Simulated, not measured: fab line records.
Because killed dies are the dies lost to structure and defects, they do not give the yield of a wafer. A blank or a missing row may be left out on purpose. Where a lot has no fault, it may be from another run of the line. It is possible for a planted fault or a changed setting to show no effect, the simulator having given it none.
fab line records :: flow gf180mcu
record:
  lots: 6
  wafers: 18
  last-day: 34
route steps=602 shown STI@26 DNWELL@32 NWELL@42
lots that met no fault: from a run of the same line without faults
start-h: the number of hours between the record's first day and the start of the first shown wafer of the lot :: wait-h: time in hours since the lot's previous step :: " the same as in the row above :: L1.1+2: one row covering several wafers at once :: - no value present, or no start provided :: * or withheld: withheld :: < > ~ a bound
route shown NAME@n: names a module that has steps shown in the file, with the first one's number in the route :: usual: average and standard deviation across the fault-free wafers :: same: alike in all rows :: chamber/n: place in a boat :: sites: per-site readings :: _std_site: standard deviation across them :: _edge_site: outer sites' mean less inner sites' :: radius-mm: for every site, how far away it sits from the centre of the wafer :: mask NAME#n: copy n :: behind: the most recent tool/chamber to have shaped the wafer :: hold: reason for holding the lot/hours on hold/outcome of the hold :: device: transistor that didn't switch, given as n, p or np :: end of line: the route-end tests of the same wafers :: step lacking rows: just its recipe :: killed: count of dies lost to structure and defects at first sort (not the wafer's yield) :: map: shows each die of a wafer: x if killed, . if not, _ if none is there
set.NAME: the setting the step ran with; set.NAME@STEP: the setting that earlier step ran with :: model.NAME: the simulator's own value behind a step, which no gauge read
certain route steps with their lots: each step a table, each wafer a row
services: when a tool's chamber went out of use (start-h, in hours from the record's first day, below 0 if earlier), for how many hours, and the reason
== steps ==
step: GF_STI_CMP_25
recipe:
  stop-on: Si3N4
  t-overpolish-s: 33
  down-force-psi: 4
  platen-rpm: 60
  target-thk-nm: 524.6
  pad-velocity-m-s: 0.94248
usual:
  head-pressure-psi: 4.000/0.0095
  motor-current-A: 12.3/0.97
  overpolish-run-s: 33.000/0.0095
  time-to-endpoint-s: 121/6
lot.wafer: L193.4
tool: cmp-02
chamber: 1
start-h: 50.36
wait-h: 0.1
head-pressure-psi: 3.993
motor-current-A: 14.1
overpolish-run-s: 33.009
time-to-endpoint-s: 112

lot.wafer: L193.5
tool: cmp-02
chamber: 3
start-h: 50.36
wait-h: 0.1
head-pressure-psi: 3.998
motor-current-A: 10.9
overpolish-run-s: 33.010
time-to-endpoint-s: 121

lot.wafer: L193.6
tool: cmp-02
chamber: 0
start-h: 50.36
wait-h: 0.1
head-pressure-psi: 3.998
motor-current-A: 12.9
overpolish-run-s: 32.999
time-to-endpoint-s: 125

lot.wafer: L199.4
tool: cmp-01
chamber: 0
start-h: 79.89
wait-h: 0.0
head-pressure-psi: 3.994
motor-current-A: 11.8
overpolish-run-s: 32.994
time-to-endpoint-s: 122

lot.wafer: L199.3
tool: cmp-01
chamber: 1
start-h: 79.89
wait-h: 0.0
head-pressure-psi: 4.004
motor-current-A: 12.4
overpolish-run-s: 33.005
time-to-endpoint-s: 113

lot.wafer: L199.2
tool: cmp-01
chamber: 2
start-h: 79.89
wait-h: 0.0
head-pressure-psi: 4.007
motor-current-A: 11.8
overpolish-run-s: 33.012
time-to-endpoint-s: 118

lot.wafer: L200.2
tool: cmp-02
chamber: 1
start-h: 86.16
wait-h: 0.5
head-pressure-psi: 3.998
motor-current-A: 15.0
overpolish-run-s: 32.991
time-to-endpoint-s: 108

lot.wafer: L200.5
tool: cmp-02
chamber: 2
start-h: 86.16
wait-h: 0.5
head-pressure-psi: 4.003
motor-current-A: 11.9
overpolish-run-s: 32.999
time-to-endpoint-s: 128

lot.wafer: L200.6
tool: cmp-02
chamber: 3
start-h: 86.16
wait-h: 0.5
head-pressure-psi: 3.992
motor-current-A: 12.4
overpolish-run-s: 32.998
time-to-endpoint-s: 115

lot.wafer: L207.2
tool: cmp-02
chamber: 3
start-h: 124.29
wait-h: 0.3
head-pressure-psi: 4.025
motor-current-A: 10.6
overpolish-run-s: 32.999
time-to-endpoint-s: 124

lot.wafer: L207.4
tool: cmp-02
chamber: 2
start-h: 124.29
wait-h: 0.3
head-pressure-psi: 3.991
motor-current-A: 12.1
overpolish-run-s: 32.996
time-to-endpoint-s: 130

lot.wafer: L207.5
tool: cmp-02
chamber: 3
start-h: 124.29
wait-h: 0.3
head-pressure-psi: 4.009
motor-current-A: 11.6
overpolish-run-s: 33.002
time-to-endpoint-s: 119

lot.wafer: L209.4
tool: cmp-01
chamber: 0
start-h: 131.10
wait-h: 0.1
head-pressure-psi: 4.005
motor-current-A: 11.7
overpolish-run-s: 32.990
time-to-endpoint-s: 130

lot.wafer: L209.3
tool: cmp-01
chamber: 1
start-h: 131.10
wait-h: 0.1
head-pressure-psi: 4.008
motor-current-A: 13.4
overpolish-run-s: 33.007
time-to-endpoint-s: 121

lot.wafer: L209.5
tool: cmp-01
chamber: 2
start-h: 131.10
wait-h: 0.1
head-pressure-psi: 3.997
motor-current-A: 11.5
overpolish-run-s: 33.002
time-to-endpoint-s: 127

lot.wafer: L211.1
tool: cmp-01
chamber: 1
start-h: 143.82
wait-h: 0.1
head-pressure-psi: 3.994
motor-current-A: 13.0
overpolish-run-s: 33.005
time-to-endpoint-s: 113

lot.wafer: L211.4
tool: cmp-01
chamber: 3
start-h: 143.82
wait-h: 0.1
head-pressure-psi: 3.999
motor-current-A: 12.2
overpolish-run-s: 33.003
time-to-endpoint-s: 122

lot.wafer: L211.2
tool: cmp-01
chamber: 0
start-h: 143.82
wait-h: 0.1
head-pressure-psi: 3.996
motor-current-A: 11.4
overpolish-run-s: 32.996
time-to-endpoint-s: 133
step: GF_STI_WET_ETCH_26
recipe:
  chemistry: dHF
  target-depth-nm: 94
  target: SiO2
  temp-c: 25
  dilution: 10:1
  time-s: 188
step: GF_STI_WET_ETCH_27
recipe:
  chemistry: H3PO4
  target-depth-nm: 160
  target: Si3N4
  temp-c: 160
  time-s: 1825
step: GF_STI_WET_ETCH_28
recipe:
  chemistry: dHF
  target-depth-nm: 20
  dry: ipa-marangoni
  target: SiO2
  temp-c: 25
  dilution: 10:1
  time-s: 40
step: GF_STI_OXIDATION_29
recipe:
  temp-c: 900
  ambient: O2
  stabilise-s: 600
  purge-s: 300
  target-thk-a: 100
  ox-time-s: 1418
step: GF_STI_THK_MEAS_30
recipe:
  reads: SiO2_of_STI_OXIDATION_29
usual:
  STI_OXIDATION_02_THK: 10.01/0.16
lot.wafer: L193.4
tool: film-metro-04
chamber: -
start-h: 53.46
wait-h: 0.0
STI_OXIDATION_02_THK[nm]: 9.81

lot.wafer: L193.5
tool: film-metro-04
chamber: -
start-h: 53.46
wait-h: 0.0
STI_OXIDATION_02_THK[nm]: 9.75

lot.wafer: L193.6
tool: film-metro-04
chamber: -
start-h: 53.46
wait-h: 0.0
STI_OXIDATION_02_THK[nm]: 9.84

lot.wafer: L199.2
tool: film-metro-01
chamber: -
start-h: 84.42
wait-h: 0.0
STI_OXIDATION_02_THK[nm]: 9.91

lot.wafer: L199.3
tool: film-metro-01
chamber: -
start-h: 84.42
wait-h: 0.0
STI_OXIDATION_02_THK[nm]: 9.87

lot.wafer: L199.4
tool: film-metro-01
chamber: -
start-h: 84.42
wait-h: 0.0
STI_OXIDATION_02_THK[nm]: 9.98

lot.wafer: L200.2
tool: film-metro-04
chamber: -
start-h: 91.14
wait-h: 0.0
STI_OXIDATION_02_THK[nm]: 9.93

lot.wafer: L200.5
tool: film-metro-04
chamber: -
start-h: 91.14
wait-h: 0.0
STI_OXIDATION_02_THK[nm]: 9.82

lot.wafer: L200.6
tool: film-metro-04
chamber: -
start-h: 91.14
wait-h: 0.0
STI_OXIDATION_02_THK[nm]: 9.99

lot.wafer: L207.2
tool: film-metro-04
chamber: -
start-h: 127.69
wait-h: 0.0
STI_OXIDATION_02_THK[nm]: 10.00

lot.wafer: L207.4
tool: film-metro-04
chamber: -
start-h: 127.69
wait-h: 0.0
STI_OXIDATION_02_THK[nm]: 10.04

lot.wafer: L207.5
tool: film-metro-04
chamber: -
start-h: 127.69
wait-h: 0.0
STI_OXIDATION_02_THK[nm]: 10.15

lot.wafer: L209.3
tool: film-metro-01
chamber: -
start-h: 134.09
wait-h: 0.0
STI_OXIDATION_02_THK[nm]: 9.89

lot.wafer: L209.4
tool: film-metro-01
chamber: -
start-h: 134.09
wait-h: 0.0
STI_OXIDATION_02_THK[nm]: 9.77

lot.wafer: L209.5
tool: film-metro-01
chamber: -
start-h: 134.09
wait-h: 0.0
STI_OXIDATION_02_THK[nm]: 10.00

lot.wafer: L211.1
tool: film-metro-01
chamber: -
start-h: 146.12
wait-h: 0.0
STI_OXIDATION_02_THK[nm]: 9.99

lot.wafer: L211.2
tool: film-metro-01
chamber: -
start-h: 146.12
wait-h: 0.0
STI_OXIDATION_02_THK[nm]: 9.91

lot.wafer: L211.4
tool: film-metro-01
chamber: -
start-h: 146.12
wait-h: 0.0
STI_OXIDATION_02_THK[nm]: 9.94
step: GF_DNWELL_DEHYDRATE_00
recipe:
  temp-c: 200
  time-s: 60
step: GF_DNWELL_HMDS_01
recipe:
  prime-time-s: 60
  prime-temp-c: 120
step: GF_DNWELL_COAT_02
recipe:
  spin-rpm: 2000
  resist-thk-nm: 3000
step: GF_DNWELL_SOFTBAKE_03
recipe:
  temp-c: 110
  time-s: withheld
step: GF_DNWELL_EXPOSE_04
recipe:
  mask-id: DNWELL
  target-cd-nm: 1700
  na: 0.6
  source-shape: conventional
  sigma-outer: 0.6
  dose-mj: 260
step: GF_DNWELL_PEB_05
recipe:
  temp-c: 115
  time-s: withheld
step: GF_DNWELL_DEVELOP_06
recipe:
  wall-angle-deg: 90
  develop-time-s: 60
  dev-temp-c: 23
usual:
  chill-plate-temp-C: 23.00/0.1
  develop-time-s: 60/0
lot.wafer: L193.4
tool: litho-track-02
chamber: 0
start-h: 66
wait-h: -
chill-plate-temp-C: 22.95
develop-time-s: 60

lot.wafer: L193.5
tool: litho-track-02
chamber: 0
start-h: 66
wait-h: -
chill-plate-temp-C: 23.05
develop-time-s: 60

lot.wafer: L193.6
tool: litho-track-02
chamber: 0
start-h: 66
wait-h: -
chill-plate-temp-C: 23.08
develop-time-s: 60

lot.wafer: L199.2
tool: litho-track-03
chamber: -
start-h: 98
wait-h: -
chill-plate-temp-C: -
develop-time-s: -

lot.wafer: L199.3
tool: litho-track-03
chamber: -
start-h: 98
wait-h: -
chill-plate-temp-C: -
develop-time-s: -

lot.wafer: L199.4
tool: litho-track-03
chamber: -
start-h: 98
wait-h: -
chill-plate-temp-C: -
develop-time-s: -

lot.wafer: L200.2
tool: litho-track-01
chamber: -
start-h: 103
wait-h: -
chill-plate-temp-C: -
develop-time-s: -

lot.wafer: L200.5
tool: litho-track-01
chamber: -
start-h: 103
wait-h: -
chill-plate-temp-C: -
develop-time-s: -

lot.wafer: L200.6
tool: litho-track-01
chamber: -
start-h: 103
wait-h: -
chill-plate-temp-C: -
develop-time-s: -

lot.wafer: L207.2
tool: litho-track-03
chamber: 0
start-h: 142
wait-h: -
chill-plate-temp-C: 23.01
develop-time-s: 60

lot.wafer: L207.4
tool: litho-track-03
chamber: 0
start-h: 142
wait-h: -
chill-plate-temp-C: 22.98
develop-time-s: 60

lot.wafer: L207.5
tool: litho-track-03
chamber: 0
start-h: 142
wait-h: -
chill-plate-temp-C: 23.02
develop-time-s: 60

lot.wafer: L209.3
tool: litho-track-01
chamber: 0
start-h: 149
wait-h: -
chill-plate-temp-C: 22.87
develop-time-s: 60

lot.wafer: L209.4
tool: litho-track-01
chamber: 0
start-h: 149
wait-h: -
chill-plate-temp-C: 22.95
develop-time-s: 60

lot.wafer: L209.5
tool: litho-track-01
chamber: 0
start-h: 149
wait-h: -
chill-plate-temp-C: 22.84
develop-time-s: 60

lot.wafer: L211.1
tool: litho-track-03
chamber: 0
start-h: 162
wait-h: -
chill-plate-temp-C: 22.94
develop-time-s: 60

lot.wafer: L211.2
tool: litho-track-03
chamber: 0
start-h: 162
wait-h: -
chill-plate-temp-C: 22.90
develop-time-s: 60

lot.wafer: L211.4
tool: litho-track-03
chamber: 0
start-h: 162
wait-h: -
chill-plate-temp-C: 22.86
develop-time-s: 60
step: GF_DNWELL_IMPLANT_07
recipe:
  species: P
  energy-kev: 1500
  dose-cm2: 1e+13
  tilt-deg: 0
step: GF_DNWELL_STRIP_08
recipe:
  chemistry: O2/N2
  power-w: 1400
  pressure-mtorr: 1500
  platen-temp-c: 250
  o2-flow-sccm: 3000
  n2-flow-sccm: 300
  overash-fraction: 0.5
usual:
  drypump-motor-current-A: 5.6/0.42
  heater-power-w: 363/26
  oes-product-au: 0.722/0.0049
  strip-time-to-endpoint-s: 36.98/0.11
same:
  overash-fraction: 0.5
lot.wafer: L193.4
tool: plasma-asher-03
chamber: 0
start-h: 67.09
wait-h: 0.1
drypump-motor-current-A: 5.5
heater-power-w: 358
oes-product-au: 0.724
rf-hours-counter-h: -
strip-time-to-endpoint-s: 36.97

lot.wafer: L193.5
tool: plasma-asher-03
chamber: 1
start-h: 67.09
wait-h: 0.1
drypump-motor-current-A: 6.3
heater-power-w: 346
oes-product-au: 0.716
rf-hours-counter-h: -
strip-time-to-endpoint-s: 36.99

lot.wafer: L193.6
tool: plasma-asher-03
chamber: 0
start-h: 67.09
wait-h: 0.1
drypump-motor-current-A: 5.5
heater-power-w: 367
oes-product-au: 0.726
rf-hours-counter-h: -
strip-time-to-endpoint-s: 37.10

lot.wafer: L199.2
tool: plasma-asher-01
chamber: 0
start-h: 98.54
wait-h: 0.1
drypump-motor-current-A: 5.6
heater-power-w: 327
oes-product-au: 0.727
rf-hours-counter-h: 46
strip-time-to-endpoint-s: 37.07

lot.wafer: L199.3
tool: plasma-asher-01
chamber: 0
start-h: 98.54
wait-h: 0.1
drypump-motor-current-A: 5.6
heater-power-w: 337
oes-product-au: 0.727
rf-hours-counter-h: -
strip-time-to-endpoint-s: 37.13

lot.wafer: L199.4
tool: plasma-asher-01
chamber: 1
start-h: 98.54
wait-h: 0.1
drypump-motor-current-A: 5.1
heater-power-w: 392
oes-product-au: 0.723
rf-hours-counter-h: -
strip-time-to-endpoint-s: 37.11

lot.wafer: L200.2
tool: plasma-asher-04
chamber: 1
start-h: 104.06
wait-h: 0.1
drypump-motor-current-A: 5.9
heater-power-w: 367
oes-product-au: 0.719
rf-hours-counter-h: 44
strip-time-to-endpoint-s: 36.94

lot.wafer: L200.5
tool: plasma-asher-04
chamber: 1
start-h: 104.06
wait-h: 0.1
drypump-motor-current-A: 5.9
heater-power-w: 370
oes-product-au: 0.720
rf-hours-counter-h: -
strip-time-to-endpoint-s: 37.08

lot.wafer: L200.6
tool: plasma-asher-04
chamber: 0
start-h: 104.06
wait-h: 0.1
drypump-motor-current-A: 5.5
heater-power-w: 363
oes-product-au: 0.712
rf-hours-counter-h: -
strip-time-to-endpoint-s: 37.00

lot.wafer: L207.2
tool: plasma-asher-01
chamber: 1
start-h: 143.09
wait-h: 0.1
drypump-motor-current-A: 5.1
heater-power-w: 420
oes-product-au: 0.721
rf-hours-counter-h: 2
strip-time-to-endpoint-s: 36.90

lot.wafer: L207.4
tool: plasma-asher-01
chamber: 1
start-h: 143.09
wait-h: 0.1
drypump-motor-current-A: 5.1
heater-power-w: 418
oes-product-au: 0.716
rf-hours-counter-h: -
strip-time-to-endpoint-s: 36.96

lot.wafer: L207.5
tool: plasma-asher-01
chamber: 1
start-h: 143.09
wait-h: 0.1
drypump-motor-current-A: 5.1
heater-power-w: 405
oes-product-au: 0.723
rf-hours-counter-h: -
strip-time-to-endpoint-s: 37.03

lot.wafer: L209.3
tool: plasma-asher-04
chamber: 1
start-h: 149.49
wait-h: 0.1
drypump-motor-current-A: 5.9
heater-power-w: 368
oes-product-au: 0.716
rf-hours-counter-h: -
strip-time-to-endpoint-s: 36.93

lot.wafer: L209.4
tool: plasma-asher-04
chamber: 0
start-h: 149.49
wait-h: 0.1
drypump-motor-current-A: 5.5
heater-power-w: 359
oes-product-au: 0.727
rf-hours-counter-h: -
strip-time-to-endpoint-s: 36.90

lot.wafer: L209.5
tool: plasma-asher-04
chamber: 1
start-h: 149.49
wait-h: 0.1
drypump-motor-current-A: 5.9
heater-power-w: 372
oes-product-au: 0.725
rf-hours-counter-h: -
strip-time-to-endpoint-s: 36.97

lot.wafer: L211.1
tool: plasma-asher-01
chamber: 0
start-h: 162.58
wait-h: 0.1
drypump-motor-current-A: 5.6
heater-power-w: 332
oes-product-au: 0.725
rf-hours-counter-h: 4
strip-time-to-endpoint-s: 36.89

lot.wafer: L211.2
tool: plasma-asher-01
chamber: 1
start-h: 162.58
wait-h: 0.1
drypump-motor-current-A: 5.1
heater-power-w: 414
oes-product-au: 0.719
rf-hours-counter-h: 4
strip-time-to-endpoint-s: 36.94

lot.wafer: L211.4
tool: plasma-asher-01
chamber: 1
start-h: 162.58
wait-h: 0.1
drypump-motor-current-A: 5.1
heater-power-w: 415
oes-product-au: 0.717
rf-hours-counter-h: -
strip-time-to-endpoint-s: 36.89
step: GF_DNWELL_TW_MEAS_09
usual:
  DNWELL_TW: 1353/12
lot.wafer: L193.4
tool: film-metro-04
chamber: -
start-h: 67.18
wait-h: 0.1
DNWELL_TW: 1352

lot.wafer: L193.5
tool: film-metro-04
chamber: -
start-h: 67.18
wait-h: 0.1
DNWELL_TW: 1354

lot.wafer: L193.6
tool: film-metro-04
chamber: -
start-h: 67.18
wait-h: 0.1
DNWELL_TW: 1354

lot.wafer: L199.2
tool: film-metro-02
chamber: -
start-h: 98.65
wait-h: 0.1
DNWELL_TW: 31

lot.wafer: L199.3
tool: film-metro-02
chamber: -
start-h: 98.65
wait-h: 0.1
DNWELL_TW: 30

lot.wafer: L199.4
tool: film-metro-02
chamber: -
start-h: 98.65
wait-h: 0.1
DNWELL_TW: 30

lot.wafer: L200.2
tool: film-metro-02
chamber: -
start-h: 104.17
wait-h: 0.1
DNWELL_TW: 31

lot.wafer: L200.5
tool: film-metro-02
chamber: -
start-h: 104.17
wait-h: 0.1
DNWELL_TW: 30

lot.wafer: L200.6
tool: film-metro-02
chamber: -
start-h: 104.17
wait-h: 0.1
DNWELL_TW: 31

lot.wafer: L207.2
tool: film-metro-04
chamber: -
start-h: 143.20
wait-h: 0.1
DNWELL_TW: 1369

lot.wafer: L207.4
tool: film-metro-04
chamber: -
start-h: 143.20
wait-h: 0.1
DNWELL_TW: 1364

lot.wafer: L207.5
tool: film-metro-04
chamber: -
start-h: 143.20
wait-h: 0.1
DNWELL_TW: 1369

lot.wafer: L209.3
tool: film-metro-04
chamber: -
start-h: 149.57
wait-h: 0.1
DNWELL_TW: 1369

lot.wafer: L209.4
tool: film-metro-04
chamber: -
start-h: 149.57
wait-h: 0.1
DNWELL_TW: 1368

lot.wafer: L209.5
tool: film-metro-04
chamber: -
start-h: 149.57
wait-h: 0.1
DNWELL_TW: 1375

lot.wafer: L211.1
tool: film-metro-04
chamber: -
start-h: 162.68
wait-h: 0.1
DNWELL_TW: 1352

lot.wafer: L211.2
tool: film-metro-04
chamber: -
start-h: 162.68
wait-h: 0.1
DNWELL_TW: 1348

lot.wafer: L211.4
tool: film-metro-04
chamber: -
start-h: 162.68
wait-h: 0.1
DNWELL_TW: 1355
step: GF_NWELL_DEHYDRATE_00
recipe:
  temp-c: 200
  time-s: 60
== services ==
tool: plasma-asher-03
chamber: -
start-h: 54.58
hours: 7.4
kind: repair

tool: cmp-02
chamber: -
start-h: 67.93
hours: 4.0
kind: pm

tool: cmp-02
chamber: -
start-h: 71.93
hours: -
kind: consumable-replace:conditioner

tool: cmp-02
chamber: -
start-h: 71.93
hours: -
kind: consumable-replace:pad

tool: plasma-asher-04
chamber: -
start-h: 76.72
hours: 3.8
kind: repair

tool: cmp-01
chamber: -
start-h: 83.18
hours: 3.0
kind: repair

tool: plasma-asher-01
chamber: -
start-h: 108.77
hours: 9.0
kind: pm

tool: plasma-asher-01
chamber: 0
start-h: 108.77
hours: 9.0
kind: vent-cycle

tool: plasma-asher-01
chamber: 1
start-h: 108.77
hours: 9.0
kind: vent-cycle

tool: plasma-asher-01
chamber: 0
start-h: 117.77
hours: -
kind: clean

tool: plasma-asher-01
chamber: 1
start-h: 117.77
hours: -
kind: clean

tool: plasma-asher-01
chamber: -
start-h: 123.03
hours: 3.6
kind: repair

tool: cmp-01
chamber: -
start-h: 123.56
hours: 3.9
kind: repair

tool: cmp-02
chamber: -
start-h: 147.47
hours: 0.3
kind: repair
== key ==
first-sign:
  step: GF_DNWELL_DEVELOP_06
  reading: tool-record
  direction: missing
effect:
  step: GF_DNWELL_TW_MEAS_09
  reading: DNWELL_TW
  direction: down
  sigmas: 99+
  usual: 1353
  struck: 30
met-at GF_DNWELL_DEVELOP_06
struck-wafers L199.2,L199.3,L199.4,L200.2,L200.5,L200.6
sort-left-out L199.2,L199.3,L199.4,L200.2,L200.5,L200.6
tester-left-out L199,L200
fault:
  kind: skipped-step-whole
  tool: litho-track-01,litho-track-03
  chamber: -
  onset-h: 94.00
  steps: GF_DNWELL_DEVELOP_06
  scope: struck-lots-only
tester-left-out: of these lots the tester's yield and bins aren't shown, on N5 and GAA mostly nor the transistor test; their killed dies are dies lost to structure and defects alone, not to doping, threshold or leakage, so they don't give the yield
sort-left-out: the simulated sort isn't trusted on such a fault, so these wafers' sort isn't shown, and their yield isn't known
